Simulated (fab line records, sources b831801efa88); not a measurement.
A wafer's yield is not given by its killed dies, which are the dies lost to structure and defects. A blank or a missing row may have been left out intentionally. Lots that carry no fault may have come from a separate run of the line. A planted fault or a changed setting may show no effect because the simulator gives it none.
Which of the tools did it? + flow sky130 + 39 wafers from 13 lots sampled at 5 of the route's 708 steps

## WHAT THE GAUGES READ, wafer by wafer
SKY_SONOS_ONO_OVL_MEAS_14. Usual: SONOS_ONO_OVL gives 0.3 nm (standard deviation 1.4).
| lot  | measured     | on         | SONOS_ONO_OVL (nm) | flag |
|------|--------------|------------|--------------------|------|
| L807 | day 12 14:49 | overlay-02 | 0.8 1.6 -0.2       |      |
| L808 | day 12 22:29 | overlay-02 | 2.8 1.1 1.6        |      |
| L812 | day 14 05:35 | overlay-01 | -2.3 -0.9 -0.1     |      |
| L813 | day 15 01:04 | overlay-02 | 0.9 2.1 -0.3       |      |
| L816 | day 15 19:08 | overlay-02 | 2.6 1.9 1.5        |      |
| L817 | day 15 19:47 | overlay-02 | 1.7 2.0 1.9        |      |
| L821 | day 17 04:38 | overlay-01 | -1.6 1.1 -0.2      |      |
| L822 | day 17 19:52 | overlay-01 | 1.1 0.9 0.3        |      |
| L825 | day 18 20:40 | overlay-02 | 2.3 2.8 2.5        |      |
| L826 | day 18 23:16 | overlay-02 | 1.3 -0.1 2.1       |      |
| L827 | day 19 12:16 | overlay-01 | 1.2 -0.1 0.5       |      |
| L828 | day 19 20:02 | overlay-02 | -0.8 -0.5 -1.6     |      |
| L829 | day 20 03:40 | overlay-01 | -1.8 -0.5 0.1      |      |

SKY_GATE_OXIDE_THK_MEAS_02. Usual: GATE_OXIDE_OXIDATION_00_THK gives 10.22 nm (standard deviation 0.19).
| lot  | measured     | on           | GATE_OXIDE_OXIDATION_00_THK (nm) | flag |
|------|--------------|--------------|----------------------------------|------|
| L807 | day 12 16:36 | filmMetro-03 | 10.11 10.17 10.13                |      |
| L808 | day 13 00:15 | filmMetro-04 | 9.89 10.08 9.97                  |      |
| L812 | day 14 09:58 | filmMetro-04 | 10.25 10.22 10.14                |      |
| L813 | day 15 03:27 | filmMetro-04 | 10.39 10.29 10.22                |      |
| L816 | day 15 22:04 | filmMetro-04 | 8.84 8.75 8.91                   | OFF  |
| L817 | day 15 22:04 | filmMetro-03 | 8.93 8.97 8.82                   | OFF  |
| L821 | day 17 08:25 | filmMetro-04 | 10.35 10.30 10.48                |      |
| L822 | day 17 21:43 | filmMetro-04 | 10.06 9.87 10.13                 |      |
| L825 | day 18 22:25 | filmMetro-04 | 10.54 10.49 10.38                |      |
| L826 | day 19 02:12 | filmMetro-03 | 10.24 10.30 10.31                |      |
| L827 | day 19 14:05 | filmMetro-02 | 10.55 10.51 10.29                |      |
| L828 | day 19 22:48 | filmMetro-04 | 10.15 10.30 10.31                |      |
| L829 | day 20 05:26 | filmMetro-03 | 10.53 10.30 10.48                |      |

SKY_POLY_GATE_OVL_MEAS_14. Usual: POLY_GATE_OVL gives 2 nm (standard deviation 5.8).
| lot  | measured     | on         | POLY_GATE_OVL (nm) | flag |
|------|--------------|------------|--------------------|------|
| L807 | day 16 09:31 | overlay-02 | 5 9 6              |      |
| L808 | day 16 14:52 | overlay-02 | 13 11 9            |      |
| L812 | day 18 03:30 | overlay-02 | 6 -3 0             |      |
| L813 | day 19 07:22 | overlay-01 | -6 3 -4            |      |
| L816 | day 19 19:35 | overlay-02 | -1 4 -2            |      |
| L817 | day 19 19:56 | overlay-01 | 2 -4 0             |      |
| L821 | day 21 08:44 | overlay-01 | -4 5 8             |      |
| L822 | day 21 22:07 | overlay-01 | -6 -9 1            |      |
| L825 | day 22 23:34 | overlay-01 | 6 1 3              |      |
| L826 | day 23 04:07 | overlay-02 | 8 8 6              |      |
| L827 | day 23 16:11 | overlay-02 | 2 -11 12           |      |
| L828 | day 24 00:07 | overlay-02 | 2 3 9              |      |
| L829 | day 24 07:14 | overlay-02 | 10 -3 13           |      |

SKY_SD_N_OVL_MEAS_08. Usual: SD_N_OVL gives 0.5 nm (standard deviation 1.3).
| lot  | measured     | on         | SD_N_OVL (nm)  | flag |
|------|--------------|------------|----------------|------|
| L807 | day 28 00:19 | overlay-01 | 0.0 0.4 0.2    |      |
| L808 | day 28 03:49 | overlay-02 | -1.4 0.4 -1.4  |      |
| L812 | day 29 12:10 | overlay-01 | 2.0 1.9 -0.2   |      |
| L813 | day 31 01:19 | overlay-02 | -0.5 -0.9 -0.4 |      |
| L816 | day 31 03:02 | overlay-02 | 2.0 0.9 3.4    |      |
| L817 | day 31 04:16 | overlay-02 | 1.7 3.1 1.9    |      |
| L821 | day 32 10:29 | overlay-01 | -2.0 -0.4 -1.6 |      |
| L822 | day 33 02:49 | overlay-02 | 2.1 1.2 2.7    |      |
| L825 | day 33 18:22 | overlay-02 | 0.6 2.2 0.0    |      |
| L826 | day 33 20:46 | overlay-02 | 1.5 2.1 1.0    |      |
| L827 | day 34 12:28 | overlay-01 | 0.9 0.1 -0.4   |      |
| L828 | day 34 15:07 | overlay-02 | 1.1 -0.5 0.6   |      |
| L829 | day 34 23:04 | overlay-02 | -0.5 1.1 0.6   |      |

## WHICH TOOL RAN EACH LOT (tool, then ch and the chambers of the sampled wafers, then the start)
| lot  | SKY_GATE_OXIDE_OXIDATION_01   |
|------|-------------------------------|
| L807 | furnace-02 ch 0, day 12 15:11 |
| L808 | furnace-01 ch 0, day 12 22:50 |
| L812 | furnace-02 ch 0, day 14 08:32 |
| L813 | furnace-02 ch 0, day 15 02:02 |
| L816 | furnace-01 ch 0, day 15 20:38 |
| L817 | furnace-01 ch 0, day 15 20:38 |
| L821 | furnace-02 ch 0, day 17 06:58 |
| L822 | furnace-02 ch 0, day 17 20:19 |
| L825 | furnace-02 ch 0, day 18 21:01 |
| L826 | furnace-01 ch 0, day 19 00:47 |
| L827 | furnace-02 ch 0, day 19 12:40 |
| L828 | furnace-01 ch 0, day 19 21:23 |
| L829 | furnace-01 ch 0, day 20 04:01 |
- SKY_GATE_OXIDE_OXIDATION_01: stabilise 600 s, purge 300 s, target thk 10.268 nm.

## AS READ BY THE TOOLS THEMSELVES (means over the sampled wafers that have a number; for cases with no such wafer, the mark the record gives instead)
SKY_GATE_OXIDE_OXIDATION_01. Usual: oxTempC 900.0 C, standard deviation 0.43; spikeTcCentreC 900.9 C, standard deviation 1.5.
| lot  | tool       | oxTempC (C) | spikeTcCentreC (C) | flag |
|------|------------|-------------|--------------------|------|
| L807 | furnace-02 | 900.2       | 900.2              |      |
| L808 | furnace-01 | 900.3       | 902.5              |      |
| L812 | furnace-02 | 899.7       | 900.9              |      |
| L813 | furnace-02 | 899.8       | 899.9              |      |
| L816 | furnace-01 | 900.4       | 900.9              |      |
| L817 | furnace-01 | 899.7       | 902.5              |      |
| L821 | furnace-02 | 900.4       | 899.2              |      |
| L822 | furnace-02 | 899.5       | 899.2              |      |
| L825 | furnace-02 | 899.8       | 899.4              |      |
| L826 | furnace-01 | 900.3       | 901.6              |      |
| L827 | furnace-02 | 899.5       | 899.4              |      |
| L828 | furnace-01 | 900.1       | 902.2              |      |
| L829 | furnace-01 | 900.3       | 902.0              |      |

## THE ANSWER, worked out from the rows above alone
Rule: a lot counts as off when the mean over its wafers that have a number is more than 3 standard deviations away from the usual mean. Also off: a lot with no number at a reading for which 4 or more lots have one. Where the step has rows for the other lots, those lots are counted as sound. First the gauges in route order, then the tools' own readings, where a lot's mean is used as printed above. At the first step where some lot is off, the reading lying furthest off is the one used; lots without a number count as furthest.
Off: at SKY_GATE_OXIDE_THK_MEAS_02 (GATE_OXIDE_OXIDATION_00_THK), L816, L817.
If a tool, at a process step before that reading, ran all the lots that are off and no sound lot after the first of them, it fits. Gauges at SKY_GATE_OXIDE_THK_MEAS_02: tried the same way as those tools. Of those tried, none fits.

## WHAT HAD BEEN PUT IN BY THE SIMULATOR
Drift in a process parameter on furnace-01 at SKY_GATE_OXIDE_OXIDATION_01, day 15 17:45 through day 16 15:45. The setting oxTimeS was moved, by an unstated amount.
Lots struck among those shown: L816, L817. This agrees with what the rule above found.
